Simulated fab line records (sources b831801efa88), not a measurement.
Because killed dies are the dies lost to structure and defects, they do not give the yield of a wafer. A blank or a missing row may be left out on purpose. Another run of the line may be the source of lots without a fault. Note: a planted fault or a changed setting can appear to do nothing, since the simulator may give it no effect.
fab line records -- flow sky130
record lots=13, wafers=39, lastDay=50
route steps=708 shown SD_N@356 CONTACT@421 PAD_OPEN@708
lots that met no fault: taken from a fault-free run of the same line
startH: hours from the record's opening day to when the first of the lot's shown wafers began -- waitH: hours elapsed since this lot's preceding step -- " as in the row above -- L1.1+2: a single row standing in for several wafers -- - no value present, or no start provided -- * or withheld: withheld -- < > ~ a bound
route shown NAME@n: NAME is a module with steps in the file, n the number in the route of the first one -- usual: mean and standard deviation over wafers with no fault -- same: alike in all rows -- chamber/n: place in a boat -- sites: each site's reading -- _std_site: how widely they spread, as a standard deviation -- _edge_site: mean of outer sites minus mean of inner sites -- radiusMm: how far each site lies from the wafer's centre -- mask NAME#n: copy n -- behind: tool/chamber where the wafer was last shaped -- hold: cause of the lot's hold/its duration in hours/its outcome -- device: whichever transistor did not switch (one of n, p or np) -- end of line: the tests these same wafers got at the end of their route -- a step without rows: its recipe alone -- killed: at the first sort, the dies lost to defects and structure; wafer yield is something else -- map: a wafer's dies, x killed, . not, _ none there
set.NAME: setting as actually run; set.NAME@STEP: the setting as run at that earlier step -- model.NAME: the simulator's own value behind a step, which no gauge read
one table for each step of the route and one row for each wafer, over a sample of lots
services: a tool's chamber out of use, with start hour (startH, from the record's first day; less than 0 if before it), hours out, and reason
## steps
# step SKY_SD_N_RTA_14
# recipe tempC=1075, timeS=2, idleTempC=650, rampUpCPerS=150, rampDownCPerS=90, ambient=N2
# usual chamberO2Ppm=1.997/0.025, lampPowerPct=15.73/0.053, wafer_temp_C_max=1078.1/1.5
lot.wafer,tool,chamber,startH,waitH,chamberO2Ppm,lampPowerPct,wafer_temp_C_max
L923.2,rtpAnneal-02,0,681.40,0.0,1.993,15.72,1077.7
L923.3,rtpAnneal-02,0,681.40,0.0,2.021,15.62,1079.8
L923.4,rtpAnneal-02,0,681.40,0.0,1.938,15.76,1078.3
L924.2,rtpAnneal-01,0,696.09,0.0,2.033,15.72,1076.7
L924.3,rtpAnneal-01,0,696.09,0.0,1.986,15.80,1080.3
L924.6,rtpAnneal-01,0,696.09,0.0,2.011,15.77,1076.6
L925.1,rtpAnneal-02,0,703.28,0.0,2.021,15.60,1076.8
L925.4,rtpAnneal-02,0,703.28,0.0,1.999,15.70,1077.2
L925.5,rtpAnneal-02,0,703.28,0.0,2.032,15.73,1079.0
L925.1,rtpAnneal-02,0,703.50,0.2,1.979,15.81,1076.8
L925.4,rtpAnneal-02,0,703.50,0.2,2.026,15.70,1077.3
L925.5,rtpAnneal-02,0,703.50,0.2,2.057,15.80,1075.8
L927.1,rtpAnneal-01,0,707.53,0.0,1.955,15.76,1080.8
L927.3,rtpAnneal-01,0,707.53,0.0,1.963,15.72,1079.5
L927.4,rtpAnneal-01,0,707.53,0.0,1.972,15.72,1076.2
L926.2,rtpAnneal-02,0,708.74,0.0,2.033,15.67,1078.0
L926.4,rtpAnneal-02,0,708.74,0.0,2.065,15.73,1080.5
L926.6,rtpAnneal-02,0,708.74,0.0,2.013,15.72,1076.7
L931.3,rtpAnneal-02,0,748.76,0.0,2.026,15.71,1077.1
L931.5,rtpAnneal-02,0,748.76,0.0,2.027,15.77,1077.4
L931.6,rtpAnneal-02,0,748.76,0.0,1.981,15.77,1080.6
L931.3,rtpAnneal-02,0,748.98,0.2,1.962,15.77,1077.0
L931.5,rtpAnneal-02,0,748.98,0.2,1.998,15.65,1077.6
L931.6,rtpAnneal-02,0,748.98,0.2,1.992,15.74,1076.3
L933.3,rtpAnneal-02,0,759.65,0.0,1.979,15.66,1078.7
L933.5,rtpAnneal-02,0,759.65,0.0,2.031,15.77,1079.1
L933.6,rtpAnneal-02,0,759.65,0.0,1.986,15.78,1075.6
L937.2,rtpAnneal-02,0,786.38,0.0,1.946,15.71,1078.9
L937.3,rtpAnneal-02,0,786.38,0.0,1.962,15.72,1076.9
L937.6,rtpAnneal-02,0,786.38,0.0,1.980,15.76,1076.0
L938.1,rtpAnneal-01,0,798.18,0.0,1.988,15.76,1075.8
L938.4,rtpAnneal-01,0,798.18,0.0,1.974,15.71,1077.3
L938.6,rtpAnneal-01,0,798.18,0.0,1.980,15.75,1077.5
L939.2,rtpAnneal-02,0,800.23,0.0,1.976,15.71,1078.2
L939.4,rtpAnneal-02,0,800.23,0.0,2.001,15.79,1079.8
L939.5,rtpAnneal-02,0,800.23,0.0,1.981,15.77,1081.2
L941.2,rtpAnneal-01,0,815.91,0.0,1.987,15.72,1077.2
L941.4,rtpAnneal-01,0,815.91,0.0,1.991,15.73,1079.2
L941.5,rtpAnneal-01,0,815.91,0.0,1.979,15.76,1079.9
L940.2,rtpAnneal-02,0,816.69,0.0,2.047,15.71,1080.8
L940.5,rtpAnneal-02,0,816.69,0.0,2.017,15.77,1077.9
L940.6,rtpAnneal-02,0,816.69,0.0,1.971,15.67,1078.0
L943.1,rtpAnneal-02,0,823.03,0.0,2.010,15.73,1080.4
L943.4,rtpAnneal-02,0,823.03,0.0,1.995,15.73,1078.8
L943.6,rtpAnneal-02,0,823.03,0.0,1.982,15.69,1078.4
# step SKY_CONTACT_OVL_MEAS_15
# usual CONTACT_OVL=-1/6.9
lot.wafer,tool,chamber,startH,waitH,CONTACT_OVL[nm]
L923.2,overlay-01,-,768.86,0.1,-1
L923.3,overlay-01,-,768.86,0.1,2
L923.4,overlay-01,-,768.86,0.1,1
L924.2,overlay-02,-,782.50,0.1,4
L924.3,overlay-02,-,782.50,0.1,7
L924.6,overlay-02,-,782.50,0.1,2
L925.1,overlay-02,-,789.83,0.1,1
L925.4,overlay-02,-,789.83,0.1,-10
L925.5,overlay-02,-,789.83,0.1,3
L927.1,overlay-02,-,793.30,0.1,7
L927.3,overlay-02,-,793.30,0.1,0
L927.4,overlay-02,-,793.30,0.1,2
L926.2,overlay-01,-,794.29,0.1,0
L926.4,overlay-01,-,794.29,0.1,-4
L926.6,overlay-01,-,794.29,0.1,-7
L931.3,overlay-02,-,832.90,0.1,-8
L931.5,overlay-02,-,832.90,0.1,-9
L931.6,overlay-02,-,832.90,0.1,5
L933.3,overlay-01,-,845.07,0.1,-8
L933.5,overlay-01,-,845.07,0.1,-4
L933.6,overlay-01,-,845.07,0.1,-14
L937.2,overlay-02,-,869.50,0.1,-5
L937.3,overlay-02,-,869.50,0.1,-9
L937.6,overlay-02,-,869.50,0.1,0
L938.1,overlay-01,-,881.98,0.1,-3
L938.4,overlay-01,-,881.98,0.1,1
L938.6,overlay-01,-,881.98,0.1,9
L939.2,overlay-02,-,882.71,0.1,-6
L939.4,overlay-02,-,882.71,0.1,-8
L939.5,overlay-02,-,882.71,0.1,-6
L941.2,overlay-01,-,898.19,0.1,-3
L941.4,overlay-01,-,898.19,0.1,-4
L941.5,overlay-01,-,898.19,0.1,-1
L940.2,overlay-02,-,898.81,0.1,-2
L940.5,overlay-02,-,898.81,0.1,-4
L940.6,overlay-02,-,898.81,0.1,2
L943.1,overlay-02,-,905.13,0.1,-12
L943.4,overlay-02,-,905.13,0.1,-19
L943.6,overlay-02,-,905.13,0.1,-17
# step SKY_CONTACT_ETCH_16
# recipe chemistry=N2/H2, target=BARC, ionEnergyEv=200, sourceW=500, biasW=100, pressureMtorr=30, n2FlowSccm=100, h2FlowSccm=200, stopOn=SiO2, timeS=45.9, targetDepthA=600
# usual drypumpMotorCurrentA=5.9/0.34, oesProductAu=0.855/0.005, throttleValvePct=13.226/0.0092
lot.wafer,tool,chamber,startH,waitH,drypumpMotorCurrentA,oesProductAu,rfHoursCounterH,throttleValvePct
L923.2,rieDiel-01,1,768.89,0.0,6.0,0.858,21,13.215
L923.3,rieDiel-01,2,768.89,0.0,5.6,0.855,30,13.210
L923.4,rieDiel-01,3,768.89,0.0,5.9,0.850,39,13.223
L924.2,rieDiel-03,3,782.53,0.0,5.9,0.854,12,13.213
L924.3,rieDiel-03,2,782.53,0.0,6.0,0.857,20,13.222
L924.6,rieDiel-03,2,782.53,0.0,6.0,0.854,-,13.242
L925.1,rieDiel-02,2,789.87,0.0,6.5,0.865,20,13.236
L925.4,rieDiel-02,1,789.87,0.0,6.4,0.851,0,13.227
L925.5,rieDiel-02,1,789.87,0.0,6.4,0.852,-,13.242
L927.1,rieDiel-02,3,793.34,0.0,5.9,0.857,9,13.234
L927.3,rieDiel-02,2,793.34,0.0,6.6,0.859,20,13.226
L927.4,rieDiel-02,1,793.34,0.0,6.4,0.852,0,13.225
L926.2,rieDiel-03,3,794.32,0.0,5.9,0.846,12,13.230
L926.4,rieDiel-03,0,794.32,0.0,5.7,0.856,17,13.218
L926.6,rieDiel-03,3,794.32,0.0,5.9,0.847,-,13.229
L931.3,rieDiel-03,0,832.92,0.0,5.7,0.855,18,13.224
L931.5,rieDiel-03,3,832.92,0.0,5.9,0.855,-,13.225
L931.6,rieDiel-03,2,832.92,0.0,5.9,0.856,-,13.217
L933.3,rieDiel-01,0,845.10,0.0,6.0,0.854,7,13.216
L933.5,rieDiel-01,0,845.10,0.0,6.0,0.855,-,13.218
L933.6,rieDiel-01,3,845.10,0.0,5.9,0.863,-,13.230
L937.2,rieDiel-02,0,869.53,0.0,5.3,0.850,17,13.230
L937.3,rieDiel-02,3,869.53,0.0,5.9,0.850,11,13.220
L937.6,rieDiel-02,0,869.53,0.0,5.2,0.856,-,13.193
L938.1,rieDiel-03,3,882.02,0.0,5.9,0.850,14,13.239
L938.4,rieDiel-03,1,882.02,0.0,6.2,0.859,19,13.228
L938.6,rieDiel-03,2,882.02,0.0,5.9,0.856,-,13.228
L939.2,rieDiel-01,1,882.74,0.0,5.9,0.865,25,13.245
L939.4,rieDiel-01,2,882.74,0.0,5.6,0.863,1,13.238
L939.5,rieDiel-01,1,882.74,0.0,6.0,0.862,-,13.230
L941.2,rieDiel-02,0,898.22,0.0,5.3,0.852,18,13.224
L941.4,rieDiel-02,3,898.22,0.0,5.9,0.856,12,13.234
L941.5,rieDiel-02,0,898.22,0.0,5.3,0.851,-,13.243
L940.2,rieDiel-01,3,898.84,0.0,5.8,0.852,3,13.224
L940.5,rieDiel-01,3,898.84,0.0,5.8,0.850,-,13.232
L940.6,rieDiel-01,2,898.84,0.0,5.6,0.854,-,13.243
L943.1,rieDiel-02,1,905.16,0.0,6.4,0.850,4,13.235
L943.4,rieDiel-02,2,905.16,0.0,6.6,0.843,23,13.230
L943.6,rieDiel-02,2,905.16,0.0,6.5,0.846,-,13.237
# step SKY_CONTACT_RS_MEAS_25
# recipe thkMeasGauge=four-point-probe, reads=W_of_CONTACT_CVD_24+TiN_of_CONTACT_SPUTTER_23
# usual CONTACT_W_RS=0.338/0.0048
lot.wafer,tool,chamber,startH,waitH,CONTACT_W_RS[ohm/sq]
L923.2,filmMetro-04,-,769.91,0.2,0.332
L923.3,filmMetro-04,-,769.91,0.2,0.332
L923.4,filmMetro-04,-,769.91,0.2,0.338
L924.2,filmMetro-01,-,783.80,0.1,0.331
L924.3,filmMetro-01,-,783.80,0.1,0.335
L924.6,filmMetro-01,-,783.80,0.1,0.331
L925.1,filmMetro-03,-,790.88,0.2,0.331
L925.4,filmMetro-03,-,790.88,0.2,0.336
L925.5,filmMetro-03,-,790.88,0.2,0.335
L927.1,filmMetro-01,-,794.81,0.2,0.337
L927.3,filmMetro-01,-,794.81,0.2,0.335
L927.4,filmMetro-01,-,794.81,0.2,0.336
L926.2,filmMetro-04,-,795.36,0.2,0.343
L926.4,filmMetro-04,-,795.36,0.2,0.343
L926.6,filmMetro-04,-,795.36,0.2,0.347
L931.3,filmMetro-01,-,833.85,0.1,0.340
L931.5,filmMetro-01,-,833.85,0.1,0.342
L931.6,filmMetro-01,-,833.85,0.1,0.339
L933.3,filmMetro-04,-,846.03,0.1,0.339
L933.5,filmMetro-04,-,846.03,0.1,0.335
L933.6,filmMetro-04,-,846.03,0.1,0.340
L937.2,filmMetro-04,-,870.53,0.1,0.343
L937.3,filmMetro-04,-,870.53,0.1,0.337
L937.6,filmMetro-04,-,870.53,0.1,0.345
L938.1,filmMetro-03,-,882.94,0.1,0.333
L938.4,filmMetro-03,-,882.94,0.1,0.334
L938.6,filmMetro-03,-,882.94,0.1,0.329
L939.2,filmMetro-01,-,883.66,0.1,0.345
L939.4,filmMetro-01,-,883.66,0.1,0.349
L939.5,filmMetro-01,-,883.66,0.1,0.337
L941.2,filmMetro-04,-,899.14,0.1,0.342
L941.4,filmMetro-04,-,899.14,0.1,0.340
L941.5,filmMetro-04,-,899.14,0.1,0.346
L940.2,filmMetro-01,-,899.76,0.1,0.330
L940.5,filmMetro-01,-,899.76,0.1,0.330
L940.6,filmMetro-01,-,899.76,0.1,0.332
L943.1,filmMetro-01,-,906.06,0.1,0.331
L943.4,filmMetro-01,-,906.06,0.1,0.328
L943.6,filmMetro-01,-,906.06,0.1,0.331
# step SKY_PAD_OPEN_PROBE_99
# usual killed_at_M0_to_M3=45/7.2, killed_at_M4_up=3.0/1.8, killedAtContacts=25/6.1, killedAtFrontEnd=14/4.4, killedAtOther=0.2/0.44, killedDies=88/10, killedOpen=48/7.4, killedShort=40/6.3
# same grossDies=492, killedAtBackSide=0
lot.wafer,tool,chamber,startH,waitH,killed_at_M0_to_M3,killed_at_M4_up,killedAtContacts,killedAtFrontEnd,killedAtOther,killedDies,killedOpen,killedShort
L924.2,prober-02,-,1114.71,0.1,63,3,33,9,0,108,49,59
L924.3,prober-02,-,1114.76,0.2,57,3,24,13,0,97,58,39
L924.6,prober-02,-,1114.91,0.2,44,3,21,15,0,83,38,45
L927.1,prober-01,-,1122.64,0.1,38,2,27,17,0,84,40,44
L927.3,prober-01,-,1122.74,0.2,43,5,28,13,0,89,49,40
L927.4,prober-01,-,1122.79,0.2,38,5,19,14,0,76,39,37
# killed by level:class
L924.2 CONTACT:geometricParticle:open=11 VIA1:geometricParticle:open=10 METAL2:geometricParticle:short=10 VIA2:geometricParticle:short=10 CONTACT:geometricParticle:short=8 VIA3:geometricParticle:open=8 LI_CONTACT:geometricParticle:open=6 METAL1:geometricParticle:short=6
L924.3 VIA3:geometricParticle:open=13 VIA2:geometricParticle:open=11 LI_CONTACT:geometricParticle:open=10 VIA1:geometricParticle:open=8 METAL2:geometricParticle:short=6 LOCAL_INTERCONNECT:geometricParticle:short=5 CONTACT:geometricParticle:open=5 METAL1:geometricParticle:short=4
L924.6 VIA1:geometricParticle:open=14 METAL2:geometricParticle:short=8 CONTACT:geometricParticle:open=6 METAL1:geometricParticle:short=6 LOCAL_INTERCONNECT:geometricParticle:short=5 SPACER:geometricParticle:short=4 SPACER:geometricParticle:open=4 CONTACT:geometricParticle:short=4
L927.1 CONTACT:geometricParticle:open=9 VIA1:geometricParticle:open=7 VIA3:geometricParticle:open=7 METAL2:geometricParticle:short=7 LI_CONTACT:geometricParticle:open=6 LOCAL_INTERCONNECT:geometricParticle:short=6 CONTACT:geometricParticle:short=6 FIELD_ISO:geometricParticle:short=5
L927.3 VIA1:geometricParticle:open=10 LI_CONTACT:geometricParticle:open=8 CONTACT:geometricParticle:open=8 METAL1:geometricParticle:short=7 VIA2:geometricParticle:open=6 FIELD_ISO:geometricParticle:short=5 LOCAL_INTERCONNECT:geometricParticle:short=5 CONTACT:geometricParticle:short=5
L927.4 VIA1:geometricParticle:open=13 VIA1:geometricParticle:short=8 FIELD_ISO:geometricParticle:short=7 CONTACT:geometricParticle:open=7 LOCAL_INTERCONNECT:geometricParticle:short=5 VIA2:geometricParticle:open=5 VIA3:geometricParticle:open=4 SPACER:geometricParticle:short=3
## services
tool,chamber,startH,hours,kind
rieDiel-03,0,678.72,16.5,repair
rieDiel-01,-,681.04,0.7,repair
rieDiel-01,0,690.94,20.6,repair
rieDiel-01,3,691.37,3.4,repair
rieDiel-01,2,721.97,8.9,repair
rieDiel-02,2,747.14,8.9,repair
rieDiel-02,1,763.98,-,clean
rieDiel-02,1,763.98,19.2,scheduledDown
rieDiel-02,1,763.98,19.2,ventCycle
rieDiel-01,1,784.46,5.9,repair
rieDiel-01,-,792.20,2.8,pm
rieDiel-03,2,795.06,4.8,repair
rieDiel-01,3,795.55,-,clean
rieDiel-01,3,795.55,14.3,scheduledDown
rieDiel-01,3,795.55,14.3,ventCycle
rieDiel-03,-,803.47,15.6,pm
rieDiel-01,3,820.85,2.8,repair
rieDiel-01,2,825.05,16.2,repair
rieDiel-02,1,834.85,6.6,repair
rieDiel-01,2,841.28,-,clean
rieDiel-02,2,843.31,2.1,repair
rieDiel-01,0,849.31,5.6,repair
rieDiel-01,2,873.41,3.2,repair
rieDiel-02,-,901.33,2.8,pm
## key
firstSign step=SKY_SD_N_RTA_14, reading=visit, direction=added
effect none on later readings
metAt SKY_SD_N_RTA_14
struckLots L925,L931
testerLeftOut L925,L931
notActingAt SKY_CONTACT_OVL_MEAS_15,SKY_CONTACT_ETCH_16,SKY_CONTACT_RS_MEAS_25
fault kind=repeatedStepWhole, tool=rtpAnneal-01,rtpAnneal-02, chamber=-, onsetH=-, steps=SKY_SD_N_RTA_14, times=1, scope=struckLotsOnly
# testerLeftOut: of these lots the tester's yield and bins aren't shown, on N5 and GAA mostly nor the transistor test; their killed dies are dies lost to structure and defects alone, not to doping, threshold or leakage, so they don't give the yield
